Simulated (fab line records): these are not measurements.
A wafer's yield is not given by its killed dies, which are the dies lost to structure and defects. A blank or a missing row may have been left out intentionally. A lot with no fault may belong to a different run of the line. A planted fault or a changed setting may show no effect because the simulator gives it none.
A single fault, viewed from 2 desks	flow sky130	each desk holds nothing but its own numbers, with what lay behind them at the end

== FOR THE TOOL OWNER'S DESK: pvd sputter-02 ==
The tool's own readings at SKY_METAL2_SPUTTER_02 (material AlCu, target thk 250 nm, time 13.3 s): means of the sampled wafers that have a number, for each lot that ran on this tool. Marked OUT: a lot whose mean sits more than 4 standard deviations from the usual mean, which makes it out of limits; the brackets give that distance.
Columns: A = cathode dc power W at SKY_METAL2_SPUTTER_02, usual 10600 W; B = throttle valve pct at SKY_METAL2_SPUTTER_02, usual 30.0 %
lot	first seen here	A	B
L184	day 37 04:34	10600	29.7
L185	day 37 12:39	10600	29.8
L192	day 39 11:53	10599	30.0
L193	day 39 20:58	10598	29.5
Finding of this desk: none of the 4 lots has anything out of limits.

== AT THE METROLOGY DESK ==
Means of the sampled wafers that have a number, per lot and without regard to the tool the lot ran on: this is what the gauges read. Marked OUT: a lot whose mean sits more than 4 standard deviations from the usual mean, which makes it out of limits; the brackets give that distance.
Columns: A = VIA1_W_RS at SKY_VIA1_RS_MEAS_22, usual 0.427 ohm/sq; B = VIA1_W_THK at SKY_VIA1_THK_MEAS_23, usual 274 nm; C = METAL2_ALCU_RS at SKY_METAL2_RS_MEAS_05, usual 0.1268 ohm/sq; D = METAL2_ALCU_THK at SKY_METAL2_THK_MEAS_06, usual 245 nm
lot	first seen here	A	B	C	D
L178	day 35 16:50	0.424	276	0.1267	245
L184	day 37 03:52	0.430	268	0.1279	241
L185	day 37 12:08	0.429	274	0.1262	244
L192	day 39 11:23	0.438	267	0.1230	254
L193	day 39 20:28	0.431	271	0.1223	256
L194	day 40 11:21	0.432	268	0.1283	241
Finding of this desk: none of the 6 lots has anything out of limits.

== ALL TOGETHER ==
The desk of the tool owner found nothing out of limits.
From the metrology desk's view, nothing was out of limits.

== WHAT THE SIMULATOR HAD PUT IN ==
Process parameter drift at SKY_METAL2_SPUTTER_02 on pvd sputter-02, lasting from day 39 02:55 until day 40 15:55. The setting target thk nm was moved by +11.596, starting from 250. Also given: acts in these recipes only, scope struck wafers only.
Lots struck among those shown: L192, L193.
